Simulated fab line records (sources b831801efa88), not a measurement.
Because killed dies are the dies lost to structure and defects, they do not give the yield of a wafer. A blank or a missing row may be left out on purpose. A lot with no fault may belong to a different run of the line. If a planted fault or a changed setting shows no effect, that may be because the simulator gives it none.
Matching of chambers    flow sky130    SKY_VIA3_ETCH_14 on rie diel-01: 4 sister chambers
The step etches BARC in N2/H2, stops on SiO2, time 45.9 s, target depth 60 nm. 4 wafers are shown with their chamber, then 10 later ones without.

== WAFERS WITH THEIR CHAMBER ==
wafer   chamber  drypump motor current A (A)
L091.2  1        5.3
L091.4  2        5.1
L092.3  0        5.2
L092.5  3        5.9

== WAFERS WHOSE CHAMBER IS MISSING ==
wafer   drypump motor current A (A)
L092.6  5.1
L093.3  5.2
L093.4  5.2
L093.5  5.2
L094.1  5.2
L094.2  5.1
L094.4  5.2
L097.1  5.2
L097.2  6.0
L097.4  5.2

== CHAMBER TAKEN BY EACH ==
wafer    from the rows above   in truth
L092.6   2                     2
L093.3   0                     0
L093.4   0                     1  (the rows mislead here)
L093.5   0                     0
L094.1   0                     0
L094.2   2                     2
L094.4   0                     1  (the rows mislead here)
L097.1   0                     0
L097.2   3                     3
L097.4   0                     0
8 of 10 placed correctly. Can't be placed from these rows: 0. Number placed wrongly: 2.
How it was worked out, from the rows above alone: a wafer's distance from a chamber is the root of the sum, over the readings, of the square of ((its reading less the chamber's mean) divided by the reading's scatter). If the next closest chamber is less than 2 further off than the closest, the wafer can't be placed; otherwise it belongs to the closest. The mean given for a chamber averages the wafers shown for that chamber. The scatter: root of mean squared gap, hidden wafer to nearest shown wafer, with one shown wafer a chamber.
